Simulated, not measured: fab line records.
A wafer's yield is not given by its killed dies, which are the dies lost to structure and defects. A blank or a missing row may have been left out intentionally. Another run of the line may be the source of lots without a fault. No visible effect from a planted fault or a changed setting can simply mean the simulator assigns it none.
fab line records	flow sky130
[record] lots = 6	wafers = 18	last-day = 50
route steps=708 shown SONOS_ONO@176 GATE_OXIDE@187 POLY_GATE@204 PAD_OPEN@708
lots that met no fault: taken from a fault-free run of the same line
start-h: start of the lot's first displayed wafer, in hours after the record's first day	wait-h: hours since the lot's step before	" the same as in the row above	L1.1+2: a single row standing in for several wafers	- value missing, or start not given	* or withheld: withheld	< > ~ a bound
route shown NAME@n: a module of which the file shows steps, and the number in the route of the first	usual: mean/standard deviation of fault-free wafers	same: alike in all rows	chamber/n: place in a boat	sites: per-site readings	_std_site: the values' standard deviation	_edge_site: mean of outer sites minus mean of inner sites	radius-mm: how far each site lies from the wafer's centre	mask NAME#n: copy n	behind: the tool/chamber that last shaped the wafer	hold: the reason the lot was held/the length of the hold in hours/how it ended	device: names the non-switching transistor (n, p or np)	end of line: tests of these same wafers at the route's end	a step without rows: its recipe alone	killed: dies that structure and defects cost at the first sort, which is not the same as the wafer's yield	map: dies across one wafer; x = killed, . = not, _ = none there
set.NAME: setting as actually run; set.NAME@STEP: the setting as run at that earlier step	model.NAME: the simulator's own value behind a step, which no gauge read
lots seen at some steps along the route; tables by step, rows by wafer
services: from which hour (start-h, from the record's first day; less than 0 if before it) a tool's chamber was out of use, for how many hours, and why
[[steps]]
[step SKY_SONOS_ONO_COAT_08]
[recipe] resist = NOVOLAK	spin-rpm = 3000	resist-thk-nm = 1140
[step SKY_SONOS_ONO_SOFTBAKE_09]
[recipe] temp-c = 90	time-s = 60	resist = NOVOLAK
[step SKY_SONOS_ONO_EXPOSE_10]
[recipe] mask-id = ONOM	target-cd-nm = 410	na = 0.6	source-shape = conventional	sigma-outer = 0.6	dose-mj = 150
[step SKY_SONOS_ONO_PEB_11]
[recipe] temp-c = withheld	time-s = *	resist = NOVOLAK
[step SKY_SONOS_ONO_DEVELOP_12]
[recipe] develop-time-s = 60	dev-temp-c = 23
[step SKY_SONOS_ONO_CD_MEAS_13]
[recipe] target-cd-nm = 410
[usual] cd-nm = 410.3/2.1
lot.wafer	tool	chamber	start-h	wait-h	cd-nm
L618.1	cd-sem-01	-	289.40	0.1	412.4
L618.2	"	-	"	"	411.0
L618.4	"	-	"	"	411.3
L621.1	cd-sem-01	-	303.85	0.1	411.1
L621.4	"	-	"	"	411.7
L621.6	"	-	"	"	410.9
L620.2	cd-sem-02	-	303.86	0.1	412.2
L620.3	"	-	"	"	410.7
L620.5	"	-	"	"	410.3
L632.1	cd-sem-02	-	409.59	0.1	405.9
L632.2	"	-	"	"	407.9
L632.5	"	-	"	"	407.2
L638.1	cd-sem-01	-	450.99	0.1	411.2
L638.2	"	-	"	"	410.6
L638.4	"	-	"	"	411.9
L640.3	cd-sem-02	-	467.89	0.1	410.4
L640.4	"	-	"	"	408.8
L640.5	"	-	"	"	409.6
[step SKY_SONOS_ONO_OVL_MEAS_14]
[usual] SONOS_ONO_OVL = -0.7/1.4
lot.wafer	tool	chamber	start-h	wait-h	SONOS_ONO_OVL[nm]
L618.1	overlay-02	-	289.52	0.1	1.2
L618.2	"	-	"	"	0.5
L618.4	"	-	"	"	1.6
L620.2	overlay-02	-	303.97	0.1	-2.3
L620.3	"	-	"	"	-1.2
L620.5	"	-	"	"	-0.8
L621.1	overlay-01	-	303.97	0.1	0.1
L621.4	"	-	"	"	0.8
L621.6	"	-	"	"	-0.5
L632.1	overlay-02	-	409.71	0.1	0.3
L632.2	"	-	"	"	-2.0
L632.5	"	-	"	"	-0.8
L638.1	overlay-01	-	451.11	0.1	-3.4
L638.2	"	-	"	"	-2.8
L638.4	"	-	"	"	-2.4
L640.3	overlay-01	-	467.98	0.1	-2.0
L640.4	"	-	"	"	-1.8
L640.5	"	-	"	"	-1.0
[step SKY_SONOS_ONO_ETCH_15]
[recipe] target-depth-nm = 19.52	chemistry = CHF3/O2	source-w = 600	bias-w = 200	pressure-mtorr = 40	chf3-flow-sccm = 50	O2_flow_sccm = 5	time-s = 7.8
[usual] drypump-motor-current-A = 5.8/0.49	oes-product-au = 1.000/0.0087	throttle-valve-pct = 8.825/0.01
lot.wafer	tool	chamber	start-h	wait-h	drypump-motor-current-A	oes-product-au	rf-hours-counter-h	throttle-valve-pct
L618.1	rie-diel-02	1	289.56	0.0	5.9	1.005	4	8.825
L618.2	"	0	"	"	6.1	1.009	26	8.814
L618.4	"	2	"	"	6.7	0.994	4	8.815
L620.2	rie-diel-01	2	304.00	0.0	5.9	1.007	12	8.817
L620.3	"	3	"	"	4.9	0.994	102	8.836
L620.5	"	0	"	"	5.3	1.016	-	8.826
L621.1	rie-diel-03	3	304.01	0.0	5.1	1.009	74	8.817
L621.4	"	1	"	"	5.6	0.998	-	8.830
L621.6	"	3	"	"	5.1	1.004	-	8.838
L632.1	rie-diel-02	2	409.75	0.0	6.7	0.992	6	8.833
L632.2	"	0	"	"	6.1	0.995	28	8.825
L632.5	"	0	"	"	6.1	0.999	-	8.833
L638.1	rie-diel-03	3	451.14	0.0	5.1	1.005	76	8.835
L638.2	"	0	"	"	5.3	1.007	2	8.830
L638.4	"	2	"	"	6.0	0.993	32	8.834
L640.3	rie-diel-02	0	468.01	0.0	6.1	1.010	29	8.828
L640.4	"	1	"	"	5.9	0.998	7	8.827
L640.5	"	1	"	"	5.9	1.005	-	8.820
[step SKY_SONOS_ONO_WET_ETCH_16]
[recipe] chemistry = dHF	target-depth-nm = 14	dry = n2-spin	target = SiO2	dilution = 100:1	temp-c = 25	time-s = 280
[step SKY_SONOS_ONO_STRIP_17]
[recipe] chemistry = O2/N2	power-w = 1400	pressure-mtorr = 1500	platen-temp-c = withheld	o2-flow-sccm = 3000	n2-flow-sccm = 300	overash-fraction = 0.5
[usual] drypump-motor-current-A = 5.6/0.59	oes-product-au = 0.710/0.0047	strip-time-to-endpoint-s = 14.10/0.045
[same] overash-fraction = 0.5
lot.wafer	tool	chamber	start-h	wait-h	drypump-motor-current-A	oes-product-au	rf-hours-counter-h	strip-time-to-endpoint-s
L618.1	plasma-asher-03	1	289.67	0.0	4.9	0.707	62	14.10
L618.2	"	0	"	"	6.3	0.711	62	14.09
L618.4	"	1	"	"	4.9	0.705	-	14.12
L620.2	plasma-asher-02	0	304.11	0.0	6.4	0.705	59	14.06
L620.3	"	1	"	"	4.9	0.709	-	13.98
L620.5	"	0	"	"	6.4	0.711	-	14.07
L621.1	plasma-asher-03	0	304.13	0.0	6.3	0.716	64	14.12
L621.4	"	0	"	"	6.3	0.707	-	14.14
L621.6	"	1	"	"	4.9	0.715	-	14.12
L632.1	plasma-asher-02	1	409.85	0.0	4.8	0.716	71	14.15
L632.2	"	0	"	"	6.4	0.709	71	14.14
L632.5	"	1	"	"	4.9	0.713	-	14.12
L638.1	plasma-asher-01	1	451.25	0.0	5.8	0.707	61	14.10
L638.2	"	0	"	"	5.2	0.705	61	14.10
L638.4	"	0	"	"	5.2	0.708	-	14.09
L640.3	plasma-asher-03	0	468.15	0.0	6.2	0.716	-	14.07
L640.4	"	1	"	"	4.9	0.709	-	14.08
L640.5	"	0	"	"	6.2	0.709	-	14.09
[step SKY_SONOS_ONO_WET_ETCH_18]
[recipe] chemistry = H3PO4	target-depth-nm = 15	target = Si3N4	temp-c = 160	time-s = 172
[step SKY_GATE_OXIDE_CLEAN_00]
[recipe] chemistry = SC1/SC2	mix = 1:4:20	temp-c = 70	time-s = 150	dry = n2-spin
[step SKY_GATE_OXIDE_OXIDATION_01]
[recipe] temp-c = 900	ambient = O2	stabilise-s = 600	purge-s = 300	target-thk-a = 102.68	ox-time-s = 1473
[usual] spike-tc-bottom-C = 919.3/1.1	spike-tc-centre-C = 900.3/1	spike-tc-lower-C = 901.0/1.9	spike-tc-top-C = 910.7/1	spike-tc-upper-C = 900.1/1.1	tube-center-temp-C = 900/0.086	tube_center_temp_C_max = 902.3/0.41	zone-power-bottom-pct = 26.8/0.61	zone-power-centre-pct = 18.07/0.18
lot.wafer	tool	chamber	start-h	wait-h	spike-tc-bottom-C	spike-tc-centre-C	spike-tc-lower-C	spike-tc-top-C	spike-tc-upper-C	tube-center-temp-C	tube_center_temp_C_max	zone-power-bottom-pct	zone-power-centre-pct	model.SiO2_of_GATE_OXIDE_OXIDATION_01.thk-nm
L618.1	furnace-02	0	290.55	0.7	920.5	902.1	898.5	911.6	899.6	900.08	902.2	26.6	18.24	10.39
L618.2	"	0	"	"	920.1	900.8	899.7	909.1	898.9	899.95	901.9	26.0	18.08	10.03
L618.4	"	0	"	"	920.6	899.2	901.0	910.2	899.9	900.12	902.2	26.0	17.94	10.18
L620.2	furnace-02	0	304.93	0.6	897.3	876.8	878.1	888.8	877.9	877.7	879.3	25.3	17.04	8.239
L620.3	"	0	"	"	897.5	878.2	877.8	885.1	879.2	877.73	879.9	25.5	17.24	8.217
L620.5	"	0	"	"	897.7	878.3	878.0	888.6	878.0	877.64	881.3	24.9	17.06	8.194
L621.1	furnace-02	0	304.93	0.6	896.9	880.1	879.6	886.9	879.0	877.74	879.5	25.3	17.35	8.135
L621.4	"	0	"	"	897.3	877.9	879.8	888.4	877.9	877.57	880.3	25.1	17.43	8.056
L621.6	"	0	"	"	897.9	878.0	875.4	889.3	878.2	877.72	879.5	25.0	17.27	8.045
L632.1	furnace-02	0	410.32	0.3	919.3	900.4	898.9	909.4	900.4	900.12	902.4	26.1	17.78	10.32
L632.2	"	0	"	"	918.0	900.1	901.1	911.8	901.3	900.02	902.8	26.2	17.80	10.42
L632.5	"	0	"	"	917.4	899.1	898.4	911.1	901.7	900.02	902.0	26.2	18.38	10.32
L638.1	furnace-02	0	452.82	1.3	919.0	901.5	899.8	910.4	900.5	899.96	902.2	26.6	18.23	10.23
L638.2	"	0	"	"	919.5	901.5	899.6	912.0	899.6	899.99	902.8	26.4	18.11	10.06
L638.4	"	0	"	"	921.1	900.3	900.8	909.0	901.6	900.04	902.4	26.4	18.19	10.15
L640.3	furnace-02	0	468.32	0.0	919.1	898.9	899.4	911.0	901.6	900.14	902.4	26.6	18.33	10.38
L640.4	"	0	"	"	918.3	898.8	899.4	911.9	900.9	899.94	902.1	26.4	17.75	10.46
L640.5	"	0	"	"	919.2	900.6	900.3	910.6	899.8	900.11	902.3	26.5	17.85	10.26
[step SKY_GATE_OXIDE_THK_MEAS_02]
[recipe] reads = SiO2_of_GATE_OXIDE_OXIDATION_01
[usual] GATE_OXIDE_OXIDATION_00_THK = 10.27/0.17
lot.wafer	tool	chamber	start-h	wait-h	GATE_OXIDE_OXIDATION_00_THK[nm]
L618.1	film-metro-02	-	291.96	0.0	10.34
L618.2	"	-	"	"	10.05
L618.4	"	-	"	"	10.17
L621.1	film-metro-01	-	306.34	0.0	8.10
L621.4	"	-	"	"	8.03
L621.6	"	-	"	"	8.03
L620.2	film-metro-03	-	306.35	0.0	8.25
L620.3	"	-	"	"	8.23
L620.5	"	-	"	"	8.20
L632.1	film-metro-03	-	411.73	0.0	10.34
L632.2	"	-	"	"	10.49
L632.5	"	-	"	"	10.31
L638.1	film-metro-01	-	454.23	0.0	10.24
L638.2	"	-	"	"	10.07
L638.4	"	-	"	"	10.14
L640.3	film-metro-03	-	469.75	0.0	10.36
L640.4	"	-	"	"	10.43
L640.5	"	-	"	"	10.25
[step SKY_GATE_OXIDE_DEHYDRATE_03]
[recipe] temp-c = 200	time-s = 60
[step SKY_GATE_OXIDE_HMDS_04]
[recipe] prime-time-s = 60	prime-temp-c = 120
[step SKY_GATE_OXIDE_COAT_05]
[recipe] resist = NOVOLAK	spin-rpm = 3000	resist-thk-nm = 1140
[step SKY_GATE_OXIDE_SOFTBAKE_06]
[recipe] temp-c = 90	time-s = 60	resist = NOVOLAK
[step SKY_GATE_OXIDE_EXPOSE_07]
[recipe] mask-id = LVOM	na = 0.6	source-shape = conventional	sigma-outer = 0.6	polarization = unpolarized	target-cd-nm = 600	dose-mj = 170
[step SKY_GATE_OXIDE_PEB_08]
[recipe] temp-c = withheld	time-s = *	resist = NOVOLAK
[step SKY_GATE_OXIDE_DEVELOP_09]
[recipe] resist = NOVOLAK	developer = TMAH	develop-time-s = 60	dev-temp-c = 23
[step SKY_GATE_OXIDE_OVL_MEAS_10]
[usual] GATE_OXIDE_OVL = 0.6/1.3
lot.wafer	tool	chamber	start-h	wait-h	GATE_OXIDE_OVL[nm]
L618.1	overlay-01	-	317.39	0.1	0.1
L618.2	"	-	"	"	-0.2
L618.4	"	-	"	"	0.3
L621.1	overlay-01	-	330.89	0.1	-1.3
L621.4	"	-	"	"	-0.4
L621.6	"	-	"	"	0.4
L620.2	overlay-02	-	331.03	0.1	0.1
L620.3	"	-	"	"	-0.3
L620.5	"	-	"	"	0.4
L632.1	overlay-02	-	442.24	0.1	-1.8
L632.2	"	-	"	"	-0.5
L632.5	"	-	"	"	0.3
L638.1	overlay-01	-	484.34	0.1	-0.7
L638.2	"	-	"	"	1.1
L638.4	"	-	"	"	1.7
L640.3	overlay-01	-	500.04	0.1	0.5
L640.4	"	-	"	"	-1.2
L640.5	"	-	"	"	-0.3
[step SKY_GATE_OXIDE_IMPLANT_11]
[recipe] species = B	energy-kev = 10	dose-cm2 = 2.6e+12	tilt-deg = withheld
[step SKY_GATE_OXIDE_WET_ETCH_12]
[recipe] chemistry = dHF	target-depth-nm = 16.8	dry = n2-spin	target = SiO2	dilution = 100:1	temp-c = 25	time-s = 336
[step SKY_GATE_OXIDE_STRIP_13]
[recipe] chemistry = O2/N2	power-w = 1400	pressure-mtorr = 1500	platen-temp-c = withheld	o2-flow-sccm = 3000	n2-flow-sccm = 300	overash-fraction = 0.5
[usual] drypump-motor-current-A = 5.6/0.47	oes-product-au = 0.716/0.0047	strip-time-to-endpoint-s = 14.20/0.039
[same] overash-fraction = 0.5
lot.wafer	tool	chamber	start-h	wait-h	drypump-motor-current-A	oes-product-au	rf-hours-counter-h	strip-time-to-endpoint-s
L618.1	plasma-asher-04	1	317.69	0.0	5.8	0.715	19	14.24
L618.2	"	0	"	"	5.5	0.710	19	14.15
L618.4	"	0	"	"	5.6	0.711	-	14.15
L621.1	plasma-asher-03	0	331.19	0.0	6.2	0.707	66	14.22
L621.4	"	0	"	"	6.3	0.720	-	14.21
L621.6	"	1	"	"	4.9	0.712	-	14.21
L620.2	plasma-asher-04	1	331.32	0.0	5.8	0.713	21	14.21
L620.3	"	0	"	"	5.6	0.714	-	14.24
L620.5	"	1	"	"	5.8	0.717	-	14.22
L632.1	plasma-asher-04	0	442.65	0.0	5.5	0.717	32	14.12
L632.2	"	1	"	"	5.8	0.721	32	14.17
L632.5	"	1	"	"	5.8	0.710	-	14.16
L638.1	plasma-asher-03	1	484.63	0.0	4.9	0.710	5	14.18
L638.2	"	0	"	"	6.3	0.717	5	14.26
L638.4	"	0	"	"	6.3	0.722	-	14.22
L640.3	plasma-asher-01	0	500.35	0.0	5.2	0.715	-	14.13
L640.4	"	1	"	"	5.9	0.717	-	14.17
L640.5	"	1	"	"	5.8	0.720	-	14.16
[step SKY_GATE_OXIDE_TW_MEAS_14]
[usual] GATE_OXIDE_TW = 223.8/1.5
lot.wafer	tool	chamber	start-h	wait-h	GATE_OXIDE_TW
L618.1	film-metro-01	-	317.79	0.1	222.3
L618.2	"	-	"	"	223.4
L618.4	"	-	"	"	222.8
L621.1	film-metro-01	-	331.29	0.1	221.6
L621.4	"	-	"	"	222.4
L621.6	"	-	"	"	224.0
L620.2	film-metro-02	-	331.43	0.1	224.9
L620.3	"	-	"	"	226.1
L620.5	"	-	"	"	227.4
L632.1	film-metro-02	-	442.75	0.1	225.5
L632.2	"	-	"	"	225.9
L632.5	"	-	"	"	224.7
L638.1	film-metro-02	-	484.73	0.1	224.6
L638.2	"	-	"	"	225.4
L638.4	"	-	"	"	227.0
L640.3	film-metro-02	-	500.43	0.1	225.0
L640.4	"	-	"	"	226.0
L640.5	"	-	"	"	224.9
[step SKY_GATE_OXIDE_CLEAN_15]
[recipe] chemistry = SC1/SC2	mix = 1:4:20	temp-c = 70	time-s = 150	dry = n2-spin
[step SKY_GATE_OXIDE_OXIDATION_16]
[recipe] temp-c = 800	ambient = O2	idle-temp-c = 700	ramp-up-c-per-min = 10	ramp-down-c-per-min = 3	stabilise-s = 600	purge-s = 300	target-thk-a = 35.7	ox-time-s = 1915
[usual] spike-tc-bottom-C = 820.3/0.93	spike-tc-centre-C = 800.2/1	spike-tc-lower-C = 801.9/1.9	spike-tc-top-C = 812.9/1	spike-tc-upper-C = 799.8/1.2	tube-center-temp-C = 800.01/0.075	tube_center_temp_C_max = 802.08/0.3	zone-power-bottom-pct = 21.1/0.46	zone-power-centre-pct = 14.18/0.14
lot.wafer	tool	chamber	start-h	wait-h	spike-tc-bottom-C	spike-tc-centre-C	spike-tc-lower-C	spike-tc-top-C	spike-tc-upper-C	tube-center-temp-C	tube_center_temp_C_max	zone-power-bottom-pct	zone-power-centre-pct	model.SiO2_of_GATE_OXIDE_OXIDATION_01.thk-nm
L618.1	furnace-01	0	317.90	0.0	819.6	800.3	804.8	814.1	797.2	800.09	801.87	21.6	14.12	11.74
L618.2	"	0	"	"	821.4	800.3	804.2	812.9	798.2	800	801.98	21.2	14.13	11.4
L618.4	"	0	"	"	820.7	801.4	802.2	813.5	799.5	800.01	802.20	21.7	14.22	11.52
L620.2	furnace-01	0	332.88	1.3	819.9	799.7	803.9	811.2	798.3	799.9	802.02	21.7	14.11	9.767
L620.3	"	0	"	"	819.2	799.0	803.0	814.4	797.3	799.86	801.74	21.1	14.24	9.763
L620.5	"	0	"	"	818.7	801.6	801.5	812.8	799.1	800.08	802.10	21.4	14.20	9.733
L621.1	furnace-01	0	332.88	1.5	819.7	799.9	801.3	811.9	799.3	799.98	802.12	21.6	14.19	9.614
L621.4	"	0	"	"	820.2	800.5	802.9	813.3	797.7	799.99	802.57	21.5	14.12	9.506
L621.6	"	0	"	"	820.5	799.4	802.4	812.2	798.1	800.16	802.19	21.3	13.93	9.512
L632.1	furnace-02	0	444.22	1.4	821.6	800.5	800.0	812.0	800.7	799.95	802.56	20.6	14.19	11.68
L632.2	"	0	"	"	822.0	801.2	800.4	811.6	801.6	799.84	802.45	19.8	14.12	11.76
L632.5	"	0	"	"	820.8	802.4	799.1	813.0	802.8	800.06	802.06	20.4	14.25	11.65
L638.1	furnace-01	0	485.54	0.7	819.5	799.4	802.1	813.6	799.7	800.06	801.60	21.1	14.31	11.65
L638.2	"	0	"	"	819.6	799.9	804.7	813.7	800.6	800.03	801.67	21.6	14.23	11.49
L638.4	"	0	"	"	820.8	802.3	802.4	813.2	799.0	800.06	802.16	21.2	13.95	11.56
L640.3	furnace-02	0	500.52	0.0	821.2	801.5	797.8	812.8	799.6	800.1	802.18	20.6	14.39	11.7
L640.4	"	0	"	"	821.8	799.1	800.6	813.1	799.7	800.12	802.18	21.0	14.06	11.79
L640.5	"	0	"	"	821.9	800.9	800.4	812.4	798.4	800.1	801.96	20.3	13.92	11.59
[step SKY_POLY_GATE_CVD_00]
[recipe] material = poly-Si	target-thk-nm = 180	temp-c = 620	time-s = 720	pressure-mtorr = 200
[step SKY_PAD_OPEN_PROBE_99]
[usual] killed_at_M0_to_M3 = 43/6.8	killed_at_M4_up = 3.2/1.8	killed-at-contacts = 24/5.2	killed-at-front-end = 15/4.2	killed-at-other = 0.4/0.62	killed-dies = 85/8.7	killed-open = 46/6.7	killed-short = 39/5.9
[same] gross-dies = 492	killed-at-back-side = 0
lot.wafer	tool	chamber	start-h	wait-h	killed_at_M0_to_M3	killed_at_M4_up	killed-at-contacts	killed-at-front-end	killed-at-other	killed-dies	killed-open	killed-short	model.etest.nfet_16v.r-on-ohm-um	model.etest.pfet_16v.r-on-ohm-um	model.etest.pfet-g5v0d10v5.r-on-ohm-um	model.etest.tip-sonos.rs-ohm-sq	model.etest.nfet-g5v0d10v5.r-on-ohm-um	model.etest.nfet-g5v0d10v5.drive-ua-um	model.etest.nfet_05v0_nvt.drive-ua-um	model.etest.pfet-g5v0d10v5.drive-ua-um
L618.1	prober-02	-	1078.96	0.1	58	4	20	7	0	89	52	37	1.416e+04	1.515e+04	4804	2692	1905	592.8	569.3	337.8
L618.2	prober-02	-	1079.01	0.1	38	0	30	12	0	80	37	43	1.395e+04	1.495e+04	4727	2574	1858	615.5	583.8	345.4
L618.4	prober-02	-	1079.11	0.2	30	1	25	17	0	73	38	35	1.419e+04	1.526e+04	4739	2611	1879	606.7	579.3	346.9
L621.1	prober-02	-	1091.49	0.1	46	9	16	20	1	92	45	47	1.284e+04	1.513e+04	4372	2271	1725	706.7	670.8	386.1
L621.4	prober-02	-	1091.64	0.2	26	5	26	12	1	70	34	36	1.273e+04	1.495e+04	4391	2265	1705	720	681.7	384.8
L621.6	prober-02	-	1091.74	0.2	52	7	26	18	0	103	48	55	1.264e+04	1.497e+04	4340	2290	1708	724.9	684.9	390.1
L620.2	prober-01	-	1093.04	0.1	39	2	20	11	0	72	41	31	1.278e+04	1.427e+04	4327	2338	1706	712.9	675	388.6
L620.3	prober-01	-	1093.09	0.2	44	4	23	20	0	91	49	42	1.28e+04	1.453e+04	4330	2364	1722	715.5	668.7	390.2
L620.5	prober-01	-	1093.19	0.2	46	3	28	20	0	97	48	49	1.276e+04	1.455e+04	4319	2352	1716	707.2	675.2	388.4
L632.1	prober-01	-	1162.77	0.1	43	4	19	12	0	78	45	33	1.436e+04	1.575e+04	4773	2683	1894	597.9	564.1	343
L632.2	prober-01	-	1162.82	0.1	52	4	20	14	0	90	45	45	1.428e+04	1.541e+04	4794	2690	1936	590.1	562.4	339.7
L632.5	prober-01	-	1162.97	0.2	43	1	18	18	0	80	48	32	1.424e+04	1.542e+04	4731	2656	1916	602.9	567.5	339.6
L638.1	prober-01	-	1187.36	0.1	35	3	21	17	0	76	44	32	1.419e+04	1.473e+04	4784	2659	1901	597.9	570.4	338.3
L638.2	prober-01	-	1187.41	0.1	46	4	23	9	0	82	45	37	1.4e+04	1.483e+04	4761	2607	1903	612.1	581	345.6
L638.4	prober-01	-	1187.51	0.2	56	3	23	14	0	96	46	49	1.408e+04	1.483e+04	4816	2617	1911	598.6	578.4	337.6
L640.3	prober-01	-	1191.26	0.2	45	1	20	17	1	84	51	32	1.396e+04	1.573e+04	4824	2706	1926	595.5	569.4	338.4
L640.4	prober-01	-	1191.31	0.2	48	5	18	10	0	81	47	34	1.408e+04	1.543e+04	4825	2768	1926	595	563.1	334.1
L640.5	prober-01	-	1191.36	0.2	27	1	19	17	1	65	37	27	1.395e+04	1.55e+04	4821	2690	1904	608	575.1	337.3
// killed by level:class
L618.1 VIA1:geometric-particle:open=13 CONTACT:geometric-particle:open=8 METAL2:geometric-particle:short=8 VIA3:geometric-particle:open=8 VIA1:geometric-particle:short=7 VIA2:geometric-particle:open=6 VIA3:geometric-particle:short=5 LI_CONTACT:geometric-particle:open=4
L618.2 CONTACT:geometric-particle:open=10 CONTACT:geometric-particle:short=9 VIA1:geometric-particle:open=9 VIA1:geometric-particle:short=7 METAL2:geometric-particle:short=5 LOCAL_INTERCONNECT:geometric-particle:short=4 POLY_GATE:geometric-particle:open=4 VIA2:geometric-particle:short=4
L618.4 CONTACT:geometric-particle:open=11 VIA1:geometric-particle:open=7 FIELD_ISO:geometric-particle:open=6 LI_CONTACT:geometric-particle:open=6 VIA1:geometric-particle:short=5 METAL1:geometric-particle:short=4 VIA3:geometric-particle:open=4 FIELD_ISO:geometric-particle:short=3
L621.1 VIA3:geometric-particle:open=8 VIA1:geometric-particle:short=7 CONTACT:geometric-particle:open=7 VIA1:geometric-particle:open=7 METAL4:geometric-particle:short=7 POLY_GATE:geometric-particle:open=6 METAL1:geometric-particle:short=6 FIELD_ISO:geometric-particle:open=5
L621.4 CONTACT:geometric-particle:short=9 CONTACT:geometric-particle:open=6 FIELD_ISO:geometric-particle:open=4 FIELD_ISO:geometric-particle:short=4 VIA1:geometric-particle:open=4 LI_CONTACT:geometric-particle:open=4 VIA2:geometric-particle:open=4 LI_CONTACT:geometric-particle:short=3
L621.6 METAL2:geometric-particle:short=11 CONTACT:geometric-particle:open=10 VIA1:geometric-particle:open=8 VIA2:geometric-particle:open=7 VIA3:geometric-particle:open=7 CONTACT:geometric-particle:short=6 VIA1:geometric-particle:short=6 METAL4:geometric-particle:short=6
L620.2 VIA2:geometric-particle:open=9 VIA1:geometric-particle:open=8 LOCAL_INTERCONNECT:geometric-particle:short=6 CONTACT:geometric-particle:open=6 METAL2:geometric-particle:short=6 FIELD_ISO:geometric-particle:open=5 VIA3:geometric-particle:open=5 LI_CONTACT:geometric-particle:open=4
L620.3 CONTACT:geometric-particle:open=15 VIA1:geometric-particle:open=9 POLY_GATE:geometric-particle:short=8 VIA3:geometric-particle:open=7 FIELD_ISO:geometric-particle:short=6 METAL2:geometric-particle:short=6 VIA2:geometric-particle:open=5 METAL3:geometric-particle:short=4
L620.5 VIA1:geometric-particle:open=14 POLY_GATE:geometric-particle:open=8 LOCAL_INTERCONNECT:geometric-particle:short=6 CONTACT:geometric-particle:open=6 VIA2:geometric-particle:open=6 VIA3:geometric-particle:short=6 LI_CONTACT:geometric-particle:open=5 CONTACT:geometric-particle:short=5
L632.1 VIA1:geometric-particle:open=10 CONTACT:geometric-particle:short=8 VIA3:geometric-particle:open=8 CONTACT:geometric-particle:open=7 METAL2:geometric-particle:short=6 VIA2:geometric-particle:open=5 VIA1:geometric-particle:short=4 FIELD_ISO:geometric-particle:short=3
L632.2 METAL2:geometric-particle:short=11 VIA1:geometric-particle:short=10 VIA1:geometric-particle:open=10 LI_CONTACT:geometric-particle:open=6 FIELD_ISO:geometric-particle:open=5 CONTACT:geometric-particle:open=5 METAL1:geometric-particle:short=4 METAL2:geometric-particle:open=4
L632.5 VIA1:geometric-particle:open=9 VIA3:geometric-particle:open=8 LI_CONTACT:geometric-particle:open=8 CONTACT:geometric-particle:open=6 VIA3:geometric-particle:short=5 FIELD_ISO:geometric-particle:open=4 VIA2:geometric-particle:short=4 FIELD_ISO:geometric-particle:short=3
L638.1 LI_CONTACT:geometric-particle:open=7 VIA1:geometric-particle:open=7 CONTACT:geometric-particle:open=6 FIELD_ISO:geometric-particle:short=5 POLY_GATE:geometric-particle:open=4 METAL1:geometric-particle:short=4 METAL2:geometric-particle:short=4 VIA2:geometric-particle:short=4
L638.2 VIA3:geometric-particle:open=12 VIA1:geometric-particle:open=10 METAL2:geometric-particle:short=7 LOCAL_INTERCONNECT:geometric-particle:short=6 FIELD_ISO:geometric-particle:short=5 LI_CONTACT:geometric-particle:open=5 CONTACT:geometric-particle:open=5 VIA1:geometric-particle:short=5
L638.4 VIA1:geometric-particle:open=11 VIA1:geometric-particle:short=8 LI_CONTACT:geometric-particle:open=7 VIA3:geometric-particle:short=7 CONTACT:geometric-particle:open=6 VIA2:geometric-particle:open=6 METAL2:geometric-particle:short=6 VIA3:geometric-particle:open=6
L640.3 CONTACT:geometric-particle:open=12 VIA3:geometric-particle:open=10 VIA2:geometric-particle:open=7 VIA1:geometric-particle:open=7 FIELD_ISO:geometric-particle:short=5 FIELD_ISO:geometric-particle:open=4 LI_CONTACT:geometric-particle:open=4 VIA2:geometric-particle:short=4
L640.4 VIA3:geometric-particle:open=10 VIA1:geometric-particle:open=9 VIA2:geometric-particle:open=9 CONTACT:geometric-particle:open=8 LI_CONTACT:geometric-particle:open=6 FIELD_ISO:geometric-particle:short=5 METAL4:geometric-particle:short=5 VIA1:geometric-particle:short=4
L640.5 LI_CONTACT:geometric-particle:open=10 VIA2:geometric-particle:open=6 CONTACT:geometric-particle:short=4 VIA1:geometric-particle:open=4 VIA3:geometric-particle:open=4 FIELD_ISO:geometric-particle:short=3 POLY_GATE:geometric-particle:short=3 SPACER:geometric-particle:open=3
[[services]]
tool	chamber	start-h	hours	kind
furnace-02	-	268.13	4.1	pm
furnace-01	-	283.79	5.0	pm
plasma-asher-01	-	284.15	28.1	pm
rie-diel-03	-	286.21	14.6	pm
rie-diel-03	-	307.00	1.7	repair
rie-diel-03	3	307.06	9.5	repair
plasma-asher-04	-	309.93	2.8	pm
rie-diel-03	2	322.48	11.3	repair
rie-diel-03	-	328.23	0.8	repair
plasma-asher-02	-	337.13	1.2	repair
plasma-asher-01	-	359.54	2.6	repair
plasma-asher-01	-	366.70	0.4	repair
rie-diel-03	1	373.79	9.5	repair
rie-diel-01	0	391.64	1.3	repair
furnace-01	-	397.63	3.7	pm
plasma-asher-01	-	407.28	2.8	pm
rie-diel-02	2	412.46	8.1	repair
plasma-asher-03	-	421.28	9.0	pm
plasma-asher-03	0	421.28	9.0	vent-cycle
rie-diel-02	3	436.49	1.3	repair
furnace-02	-	437.16	5.3	pm
rie-diel-02	2	452.76	2.2	repair
plasma-asher-03	-	489.02	14.6	pm
rie-diel-01	-	499.71	2.8	pm
[[key]]
[first-sign] step = SKY_GATE_OXIDE_OXIDATION_01	reading = tube-center-temp-C	direction = down	sigmas = 99+	usual = *	struck = *
[effect] step = SKY_GATE_OXIDE_OXIDATION_01	reading = tube_center_temp_C_max	direction = down	sigmas = 54	usual = *	struck = *
[effect] step = SKY_GATE_OXIDE_THK_MEAS_02	reading = GATE_OXIDE_OXIDATION_00_THK	direction = down	sigmas = 12	usual = 10.27	struck = 8.14
[model-effect] step = SKY_GATE_OXIDE_OXIDATION_01	value = SiO2_of_GATE_OXIDE_OXIDATION_01.thk-nm	without = 10.44	struck = 8.148
[model-effect] step = SKY_GATE_OXIDE_OXIDATION_16	value = SiO2_of_GATE_OXIDE_OXIDATION_01.thk-nm	without = 11.76	struck = 9.649
[model-effect] step = SKY_PAD_OPEN_PROBE_99	value = etest.nfet_16v.r-on-ohm-um	without = 1.396e+04	struck = 1.276e+04
met-at SKY_GATE_OXIDE_OXIDATION_01
struck-wafers L620.2,L620.3,L620.5,L621.1,L621.4,L621.6
tester-left-out L620,L621
onset-between 290.55 304.93
[fault] kind = process-parameter-drift	tool = furnace-02	chamber = -	onset-h = 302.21	steps = SKY_GATE_OXIDE_OXIDATION_01	channel = temp-c	offset = *	shape = step	end-h = 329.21	acts-in = *	stated = *
// tester-left-out: of these lots the tester's yield and bins aren't shown, on N5 and GAA mostly nor the transistor test; their killed dies are dies lost to structure and defects alone, not to doping, threshold or leakage, so they don't give the yield
